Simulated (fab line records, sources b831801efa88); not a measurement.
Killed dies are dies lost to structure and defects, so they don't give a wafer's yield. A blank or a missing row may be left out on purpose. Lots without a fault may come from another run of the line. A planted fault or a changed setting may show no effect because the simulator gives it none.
Which tool did it? | flow sky130 | 6 lots, 17 wafers sampled, at 1 step of a route of 708

WHAT THE GAUGES READ, wafer by wafer
SKY_NWELL_THK_MEAS_02.
lot  | measured    | on            | NWELL_OXIDATION_THK (nm)
L539 | day 3 08:19 | film_metro-01 | 10.11 10.00 10.13
L542 | day 4 03:11 | film_metro-04 | 9.88 9.82 9.92
L544 | day 4 15:29 | film_metro-04 | 10.21 9.92 10.22
L546 | day 5 02:35 | film_metro-01 | 9.87 9.87 9.99
L553 | day 6 10:40 | film_metro-03 | 10.26 10.10
L557 | day 7 06:56 | film_metro-01 | 9.98 10.06 9.98

WHICH TOOL RAN EACH LOT (tool, then ch and the chambers of the sampled wafers, then the start)
The record holds no process step before these readings.

THE ANSWER, worked out from the rows above alone
Rule: what is usual is taken from the lots themselves. Put in order of their means at a reading, lots are off if they are a third of the lots or fewer, leave a main group of 4 or more, and stand apart from it by a gap of 3 or more times the standard deviation of the main group's means; of several such gaps the widest counts. A main group whose means are all the same, to the digits that the tables above print for the reading, isn't used. A lot without any number at a reading at which 4 lots or more have one is off too. The other lots that the step has rows for count as sound.
No lot is off at any reading shown: from this, nothing can be told.

WHAT THE SIMULATOR HAD PUT IN
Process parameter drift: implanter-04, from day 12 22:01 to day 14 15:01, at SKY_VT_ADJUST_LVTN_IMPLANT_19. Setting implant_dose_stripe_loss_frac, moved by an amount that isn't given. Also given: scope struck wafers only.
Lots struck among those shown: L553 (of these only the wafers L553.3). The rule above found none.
